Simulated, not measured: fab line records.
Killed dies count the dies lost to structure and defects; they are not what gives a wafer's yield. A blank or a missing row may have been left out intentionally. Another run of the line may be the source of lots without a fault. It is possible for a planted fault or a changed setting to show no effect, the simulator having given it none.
Which tool did it? + flow sky130 + 42 wafers from 14 lots sampled at 4 of the route's 708 steps

== WHAT THE GAUGES READ, wafer by wafer ==
The record lacks any reading of a measuring or inspecting step that a usual standard deviation could be used to judge.

== TOOL THAT RAN EACH LOT (tool first, then ch and the chambers of the sampled wafers, then the start) ==
| lot  | SKY_METAL2_ETCH_18                | SKY_CAPM_METAL_ETCH_13            | SKY_METAL4_EXPOSE_10              | SKY_METAL4_ETCH_16                |
|------|-----------------------------------|-----------------------------------|-----------------------------------|-----------------------------------|
| L385 | rie_metal-02 ch 0,1, day 35 01:13 | rie_metal-04 ch 0,1, day 37 08:36 | krf_scanner-02 ch 0, day 41 05:04 | rie_metal-01 ch 0,1, day 41 17:32 |
| L386 | rie_metal-02 ch 0,1, day 35 04:22 | rie_metal-04 ch 0,1, day 37 11:52 | krf_scanner-01 ch 0, day 41 08:29 | rie_metal-02 ch 0,1, day 41 20:32 |
| L387 | rie_metal-03 ch 0,1, day 35 21:28 | rie_metal-04 ch 0,1, day 38 03:48 | krf_scanner-02 ch 0, day 41 22:38 | rie_metal-03 ch 0,1, day 42 09:47 |
| L388 | rie_metal-01 ch 0,1, day 36 10:49 | rie_metal-03 ch 0, day 38 17:20   | krf_scanner-01, day 42 11:55      | rie_metal-03 ch 1, day 42 23:20   |
| L390 | rie_metal-03 ch 1, day 37 00:50   | rie_metal-01 ch 0, day 39 06:46   | krf_scanner-02, day 43 00:31      | rie_metal-01 ch 0,1, day 43 12:00 |
| L389 | rie_metal-02 ch 1, day 37 02:54   | rie_metal-03 ch 0,1, day 39 08:45 | krf_scanner-02 ch 0, day 43 01:53 | rie_metal-03 ch 0,1, day 43 13:20 |
| L398 | rie_metal-02 ch 0,1, day 39 14:37 | rie_metal-01 ch 0, day 41 18:46   | krf_scanner-01 ch 0, day 45 05:58 | rie_metal-02 ch 0,1, day 45 16:11 |
| L400 | rie_metal-03 ch 0,1, day 39 22:53 | rie_metal-01 ch 0, day 42 02:39   | krf_scanner-02 ch 0, day 45 15:20 | rie_metal-03 ch 0,1, day 46 01:31 |
| L401 | rie_metal-01 ch 0,1, day 40 08:08 | rie_metal-04 ch 0,1, day 42 11:24 | krf_scanner-02 ch 0, day 45 21:49 | rie_metal-03 ch 0,1, day 46 08:27 |
| L403 | rie_metal-03 ch 0,1, day 41 01:05 | rie_metal-01 ch 0,1, day 43 03:05 | krf_scanner-02 ch 0, day 46 11:44 | rie_metal-03 ch 0,1, day 46 21:53 |
| L402 | rie_metal-01 ch 0,1, day 41 07:05 | rie_metal-01 ch 0,1, day 43 08:42 | krf_scanner-02 ch 0, day 46 15:47 | rie_metal-03 ch 0,1, day 47 02:05 |
| L405 | rie_metal-02 ch 0, day 41 08:04   | rie_metal-04 ch 0,1, day 43 09:34 | krf_scanner-01 ch 0, day 46 19:19 | rie_metal-02 ch 1, day 47 05:14   |
| L406 | rie_metal-02 ch 0,1, day 41 18:28 | rie_metal-04 ch 0,1, day 43 19:14 | krf_scanner-01 ch 0, day 47 01:33 | rie_metal-02 ch 0,1, day 47 11:45 |
| L407 | rie_metal-03 ch 0, day 41 21:22   | rie_metal-04 ch 0,1, day 43 22:12 | krf_scanner-02 ch 0, day 47 05:34 | rie_metal-01 ch 0,1, day 47 16:05 |
- SKY_METAL2_ETCH_18: etches BARC in N2/H2, stops on SiO2, time 45.9 s, target depth 60 nm.
- SKY_CAPM_METAL_ETCH_13: etches TiN in Cl2/BCl3, stops on SiO2, target depth 220 nm, time 62.9 s.
- SKY_METAL4_EXPOSE_10: exposes mask MM4, target cd 300 nm.
- SKY_METAL4_ETCH_16: etches BARC in N2/H2, stops on SiO2, time 88.2 s, target depth 60 nm.

== WHAT THE TOOLS THEMSELVES READ (means of the sampled wafers that have a number; where no wafer has one, the mark that the record gives instead) ==
SKY_METAL2_ETCH_18.
| lot  | tool         | drypump_motor_current_A (A) | n2_flow_sccm (sccm) | oes_product_au (a.u.) | rf_fwd_power_W (W) | throttle_valve_pct (%) |
|------|--------------|-----------------------------|---------------------|-----------------------|--------------------|------------------------|
| L385 | rie_metal-02 | 5.2                         | 100.09              | 0.856                 | 495.2              | 13.226                 |
| L386 | rie_metal-02 | 5.2                         | 100.15              | 0.853                 | 493.7              | 13.226                 |
| L387 | rie_metal-03 | 5.9                         | 100.12              | 0.855                 | 493.5              | 13.223                 |
| L388 | rie_metal-01 | 5.6                         | 100.20              | 0.857                 | 492.6              | 13.224                 |
| L390 | rie_metal-03 | 6.5                         | 100.01              | 0.850                 | 497.4              | 13.225                 |
| L389 | rie_metal-02 | 5.1                         | 99.95               | 0.858                 | 492.3              | 13.231                 |
| L398 | rie_metal-02 | 5.1                         | 100.15              | 0.850                 | 493.5              | 13.226                 |
| L400 | rie_metal-03 | 6.2                         | 99.93               | 0.852                 | 494.5              | 13.229                 |
| L401 | rie_metal-01 | 5.7                         | 100.09              | 0.851                 | 495.7              | 13.218                 |
| L403 | rie_metal-03 | 5.9                         | 99.87               | 0.853                 | 492.9              | 13.227                 |
| L402 | rie_metal-01 | 5.7                         | 100.07              | 0.848                 | 495.1              | 13.223                 |
| L405 | rie_metal-02 | 5.3                         | 99.98               | 0.856                 | 494.8              | 13.227                 |
| L406 | rie_metal-02 | 5.1                         | 100.09              | 0.855                 | 493.9              | 13.221                 |
| L407 | rie_metal-03 | 5.6                         | 100.42              | 0.854                 | 495.1              | 13.219                 |

SKY_CAPM_METAL_ETCH_13.
| lot  | tool         | drypump_motor_current_A (A) | oes_product_au (a.u.) | rf_fwd_power_W (W) | throttle_valve_pct (%) |
|------|--------------|-----------------------------|-----------------------|--------------------|------------------------|
| L385 | rie_metal-04 | 5.3                         | 0.948                 | 897.2              | 21.895                 |
| L386 | rie_metal-04 | 5.6                         | 0.950                 | 894.9              | 21.888                 |
| L387 | rie_metal-04 | 5.3                         | 0.952                 | 895.3              | 21.901                 |
| L388 | rie_metal-03 | 5.5                         | 0.951                 | 888.1              | 21.894                 |
| L390 | rie_metal-01 | 5.3                         | 0.938                 | 897.2              | 21.910                 |
| L389 | rie_metal-03 | 5.9                         | 0.933                 | 892.7              | 21.896                 |
| L398 | rie_metal-01 | 5.3                         | 0.945                 | 898.6              | 21.893                 |
| L400 | rie_metal-01 | 5.3                         | 0.951                 | 893.7              | 21.890                 |
| L401 | rie_metal-04 | 5.3                         | 0.937                 | 892.5              | 21.905                 |
| L403 | rie_metal-01 | 5.6                         | 0.943                 | 895.8              | 21.898                 |
| L402 | rie_metal-01 | 5.5                         | 0.944                 | 892.5              | 21.898                 |
| L405 | rie_metal-04 | 5.6                         | 0.944                 | 892.9              | 21.904                 |
| L406 | rie_metal-04 | 5.2                         | 0.953                 | 895.6              | 21.898                 |
| L407 | rie_metal-04 | 5.5                         | 0.941                 | 893.2              | 21.900                 |

SKY_METAL4_EXPOSE_10.
| lot  | tool           | exposure_dose_mJ_cm2 | focus_offset_nm (nm) | reticle_temp_C (C) |
|------|----------------|----------------------|----------------------|--------------------|
| L385 | krf_scanner-02 | 27.97                | -0.4                 | 22.84              |
| L386 | krf_scanner-01 | 27.99                | 0.7                  | 22.96              |
| L387 | krf_scanner-02 | 27.93                | 0.6                  | 23.24              |
| L388 | krf_scanner-01 | -                    | -                    | -                  |
| L390 | krf_scanner-02 | -                    | -                    | -                  |
| L389 | krf_scanner-02 | 27.90                | 0.1                  | 22.98              |
| L398 | krf_scanner-01 | 27.98                | 0.9                  | 23.00              |
| L400 | krf_scanner-02 | 27.95                | -0.2                 | 22.99              |
| L401 | krf_scanner-02 | 27.89                | 0.2                  | 22.95              |
| L403 | krf_scanner-02 | 27.89                | 0.9                  | 22.96              |
| L402 | krf_scanner-02 | 27.92                | 0.6                  | 22.88              |
| L405 | krf_scanner-01 | 28.05                | 0.8                  | 22.97              |
| L406 | krf_scanner-01 | 27.99                | 0.1                  | 23.12              |
| L407 | krf_scanner-02 | 27.92                | -0.5                 | 23.00              |

SKY_METAL4_ETCH_16.
| lot  | tool         | drypump_motor_current_A (A) | n2_flow_sccm (sccm) | oes_product_au (a.u.) | rf_fwd_power_W (W) | throttle_valve_pct (%) |
|------|--------------|-----------------------------|---------------------|-----------------------|--------------------|------------------------|
| L385 | rie_metal-01 | 5.6                         | 99.81               | 0.628                 | 497.4              | 13.210                 |
| L386 | rie_metal-02 | 5.2                         | 99.73               | 0.626                 | 495.4              | 13.202                 |
| L387 | rie_metal-03 | 6.2                         | 100.18              | 0.626                 | 494.0              | 13.205                 |
| L388 | rie_metal-03 | 6.5                         | 99.73               | 0.630                 | 497.3              | 13.206                 |
| L390 | rie_metal-01 | 5.5                         | 100.06              | 0.625                 | 496.9              | 13.207                 |
| L389 | rie_metal-03 | 6.2                         | 100.09              | 0.622                 | 495.7              | 13.207                 |
| L398 | rie_metal-02 | 5.2                         | 99.93               | 0.627                 | 494.5              | 13.204                 |
| L400 | rie_metal-03 | 5.9                         | 100.06              | 0.626                 | 495.4              | 13.204                 |
| L401 | rie_metal-03 | 5.9                         | 99.98               | 0.622                 | 496.8              | 13.198                 |
| L403 | rie_metal-03 | 5.9                         | 100.08              | 0.626                 | 496.2              | 13.206                 |
| L402 | rie_metal-03 | 5.9                         | 99.99               | 0.621                 | 498.2              | 13.203                 |
| L405 | rie_metal-02 | 5.0                         | 99.86               | 0.625                 | 497.3              | 13.205                 |
| L406 | rie_metal-02 | 5.2                         | 100.14              | 0.622                 | 498.0              | 13.207                 |
| L407 | rie_metal-01 | 5.7                         | 100.20              | 0.624                 | 496.4              | 13.207                 |

== THE ANSWER, worked out from the rows above alone ==
Rule: the usual values come from the lots themselves. Put in order of their means at a reading, lots are off if they are a third of the lots or fewer, leave a main group of 4 or more, and stand apart from it by a gap of 3 or more times the standard deviation of the main group's means; of several such gaps the widest counts. A main group is skipped when, at the precision printed for the reading in the tables above, its means are all equal. A lot without any number at a reading at which 4 lots or more have one is off too. The other lots that the step has rows for count as sound. After the gauges, taken in route order, come the tools' own readings; for these a lot's mean is taken, as printed above. The first step at which some lot is off is used, and at that step the reading that is off furthest; a lot without a number counts as furthest.
Off at SKY_METAL4_EXPOSE_10 (exposure_dose_mJ_cm2): L388, L390. Without a number there: L388, L390. The main group has a mean of 27.95 with a standard deviation of 0.047.
A tool fits if, at that step or a process step before it, it ran every lot that is off, and no sound lot after the first of them. No candidate that was tried fits.

== WHAT THE SIMULATOR HAD INSERTED ==
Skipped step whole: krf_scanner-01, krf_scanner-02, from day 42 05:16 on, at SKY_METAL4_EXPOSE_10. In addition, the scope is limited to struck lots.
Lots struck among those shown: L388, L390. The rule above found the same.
